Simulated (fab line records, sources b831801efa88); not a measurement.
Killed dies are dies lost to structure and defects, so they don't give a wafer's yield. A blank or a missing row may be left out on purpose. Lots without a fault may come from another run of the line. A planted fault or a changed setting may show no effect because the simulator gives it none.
Which tool did it? | flow gf180mcu | 15 lots, 45 wafers sampled, at 4 steps of a route of 602

WHAT THE GAUGES READ, wafer by wafer
GF_TOP_METAL_CD_MEAS_14: target cd 440 nm.
lot  | measured     | on        | cd_nm (nm)
L979 | day 28 05:16 | cd_sem-02 | 440.1 438.8 437.7
L981 | day 28 21:44 | cd_sem-01 | 438.2 438.9 441.1
L982 | day 29 02:10 | cd_sem-02 | 441.5 440.8 439.6
L983 | day 29 07:11 | cd_sem-02 | 441.3 443.2 443.7
L984 | day 29 21:20 | cd_sem-01 | 444.1 440.8 443.3
L985 | day 30 01:22 | cd_sem-02 | 440.8 442.5 442.0
L987 | day 30 15:58 | cd_sem-02 | 441.3 439.7 442.2
L988 | day 30 21:29 | cd_sem-01 | 437.1 435.1 433.7
L992 | day 31 21:49 | cd_sem-01 | 441.0 438.7 439.4
L994 | day 32 13:15 | cd_sem-01 | - - -
L995 | day 32 21:24 | cd_sem-02 | - - -
L996 | day 33 00:05 | cd_sem-02 | - - -
L999 | day 33 17:49 | cd_sem-02 | 442.3 441.7 442.0
L101 | day 33 22:47 | cd_sem-02 | 441.7 440.5 440.4
L102 | day 34 05:13 | cd_sem-02 | 441.8 442.5 444.5

WHICH TOOL RAN EACH LOT (tool, then ch and the chambers of the sampled wafers, then the start)
lot  | GF_MIM_STRIP_20                      | GF_TOP_METAL_SPUTTER_02      | GF_TOP_METAL_EXPOSE_11
L979 | plasma_asher-04 ch 0, day 25 11:46   | pvd_sputter-02, day 27 09:22 | iline_stepper-01 ch 0, day 27 19:17
L981 | plasma_asher-03 ch 1, day 26 05:04   | pvd_sputter-04, day 28 02:08 | iline_stepper-01 ch 0, day 28 12:07
L982 | plasma_asher-02 ch 0,1, day 26 11:41 | pvd_sputter-02, day 28 06:43 | iline_stepper-01 ch 0, day 28 16:26
L983 | plasma_asher-04 ch 0,1, day 26 16:42 | pvd_sputter-02, day 28 11:22 | iline_stepper-01 ch 0, day 28 21:32
L984 | plasma_asher-03 ch 0,1, day 27 06:37 | pvd_sputter-01, day 29 01:53 | iline_stepper-02 ch 0, day 29 12:16
L985 | plasma_asher-04 ch 1, day 27 12:37   | pvd_sputter-01, day 29 07:02 | iline_stepper-02 ch 0, day 29 16:32
L987 | plasma_asher-04 ch 0,1, day 28 04:21 | pvd_sputter-04, day 29 22:24 | iline_stepper-02 ch 0, day 30 07:56
L988 | plasma_asher-04 ch 0,1, day 28 10:40 | pvd_sputter-01, day 30 03:46 | iline_stepper-01 ch 0, day 30 13:08
L992 | plasma_asher-04 ch 0,1, day 29 12:07 | pvd_sputter-04, day 31 04:38 | iline_stepper-02 ch 0, day 31 13:16
L994 | plasma_asher-04 ch 0,1, day 30 05:48 | pvd_sputter-01, day 31 20:53 | iline_stepper-01, day 32 05:47
L995 | plasma_asher-03 ch 0,1, day 30 11:06 | pvd_sputter-02, day 32 05:14 | iline_stepper-02, day 32 12:40
L996 | plasma_asher-04 ch 0,1, day 30 16:34 | pvd_sputter-04, day 32 07:20 | iline_stepper-02, day 32 15:47
L999 | plasma_asher-04 ch 0, day 31 11:28   | pvd_sputter-02, day 33 01:31 | iline_stepper-01 ch 0, day 33 09:38
L101 | plasma_asher-03 ch 0,1, day 31 20:55 | pvd_sputter-04, day 33 07:47 | iline_stepper-02 ch 0, day 33 16:14
L102 | plasma_asher-04 ch 0,1, day 32 02:58 | pvd_sputter-04, day 33 13:38 | iline_stepper-01 ch 0, day 33 21:46
- GF_MIM_STRIP_20: strips in O2/N2.
- GF_TOP_METAL_SPUTTER_02: material AlCu, target thk 900 nm, time 47.82 s.
- GF_TOP_METAL_EXPOSE_11: exposes mask MetalTop, target cd 440 nm.

WHAT THE TOOLS THEMSELVES READ (means of the sampled wafers that have a number; where no wafer has one, the mark that the record gives instead)
GF_MIM_STRIP_20.
lot  | tool            | drypump_motor_current_A (A) | heater_power_w (W) | oes_product_au (a.u.) | platen_temp_c (C) | strip_time_to_endpoint_s (s)
L979 | plasma_asher-04 | 5.72                        | 349                | 0.691                 | 250.12            | 11.18
L981 | plasma_asher-03 | 6.03                        | 333                | 0.693                 | 249.74            | 11.28
L982 | plasma_asher-02 | 5.97                        | 357                | 0.693                 | 249.89            | 11.26
L983 | plasma_asher-04 | 5.86                        | 333                | 0.688                 | 250.04            | 11.24
L984 | plasma_asher-03 | 5.86                        | 339                | 0.694                 | 249.96            | 11.18
L985 | plasma_asher-04 | 5.95                        | 321                | 0.695                 | 249.86            | 11.23
L987 | plasma_asher-04 | 5.78                        | 341                | 0.690                 | 249.85            | 11.22
L988 | plasma_asher-04 | 5.86                        | 333                | 0.691                 | 249.98            | 11.17
L992 | plasma_asher-04 | 5.85                        | 326                | 0.693                 | 249.95            | 11.25
L994 | plasma_asher-04 | 5.79                        | 342                | 0.688                 | 250.03            | 11.21
L995 | plasma_asher-03 | 5.85                        | 338                | 0.688                 | 250.06            | 11.10
L996 | plasma_asher-04 | 5.78                        | 338                | 0.689                 | 249.87            | 11.14
L999 | plasma_asher-04 | 5.74                        | 347                | 0.687                 | 249.94            | 11.16
L101 | plasma_asher-03 | 5.65                        | 337                | 0.688                 | 249.92            | 11.21
L102 | plasma_asher-04 | 5.88                        | 329                | 0.695                 | 250.03            | 11.21

GF_TOP_METAL_SPUTTER_02.
lot  | tool           | throttle_valve_pct (%)
L979 | pvd_sputter-02 | 29.2
L981 | pvd_sputter-04 | 29.7
L982 | pvd_sputter-02 | 29.2
L983 | pvd_sputter-02 | 29.2
L984 | pvd_sputter-01 | 28.5
L985 | pvd_sputter-01 | 29.4
L987 | pvd_sputter-04 | 29.8
L988 | pvd_sputter-01 | 28.4
L992 | pvd_sputter-04 | 29.8
L994 | pvd_sputter-01 | 29.1
L995 | pvd_sputter-02 | 30.1
L996 | pvd_sputter-04 | 30.1
L999 | pvd_sputter-02 | 29.7
L101 | pvd_sputter-04 | 30.2
L102 | pvd_sputter-04 | 30.2

GF_TOP_METAL_EXPOSE_11.
lot  | tool             | exposure_dose_mJ_cm2 | focus_offset_nm (nm)
L979 | iline_stepper-01 | 170.03               | -0.4
L981 | iline_stepper-01 | 169.90               | -0.0
L982 | iline_stepper-01 | 170.00               | 0.1
L983 | iline_stepper-01 | 169.86               | -0.7
L984 | iline_stepper-02 | 170.10               | -0.1
L985 | iline_stepper-02 | 169.90               | -0.5
L987 | iline_stepper-02 | 169.97               | -0.2
L988 | iline_stepper-01 | 169.96               | 0.3
L992 | iline_stepper-02 | 170.06               | 0.1
L994 | iline_stepper-01 | -                    | -
L995 | iline_stepper-02 | -                    | -
L996 | iline_stepper-02 | -                    | -
L999 | iline_stepper-01 | 170.16               | -0.5
L101 | iline_stepper-02 | 169.88               | -0.6
L102 | iline_stepper-01 | 169.93               | -0.2

THE ANSWER, worked out from the rows above alone
Rule: what is usual is taken from the lots themselves. Put in order of their means at a reading, lots are off if they are a third of the lots or fewer, leave a main group of 4 or more, and stand apart from it by a gap of 3 or more times the standard deviation of the main group's means; of several such gaps the widest counts. A main group whose means are all the same, to the digits that the tables above print for the reading, isn't used. A lot without any number at a reading at which 4 lots or more have one is off too. The other lots that the step has rows for count as sound. The gauges are gone through in route order, then the tools' own readings, and for those a lot's mean is taken as printed above. The first step at which some lot is off is used, and at that step the reading that is off furthest; a lot without a number counts as furthest.
Off: L994, L995, L996, at GF_TOP_METAL_CD_MEAS_14 (cd_nm). Without a number there: L994, L995, L996. The main group: mean 440.7 nm, standard deviation 2.1.
A tool fits if, at a process step before that reading, it ran every lot that is off, and no sound lot after the first of them. The gauges at GF_TOP_METAL_CD_MEAS_14 aren't tried: what is off there is off at GF_TOP_METAL_EXPOSE_11 too, on other tools, and a gauge's error can't cause that. None of those tried fits.

WHAT THE SIMULATOR HAD PUT IN
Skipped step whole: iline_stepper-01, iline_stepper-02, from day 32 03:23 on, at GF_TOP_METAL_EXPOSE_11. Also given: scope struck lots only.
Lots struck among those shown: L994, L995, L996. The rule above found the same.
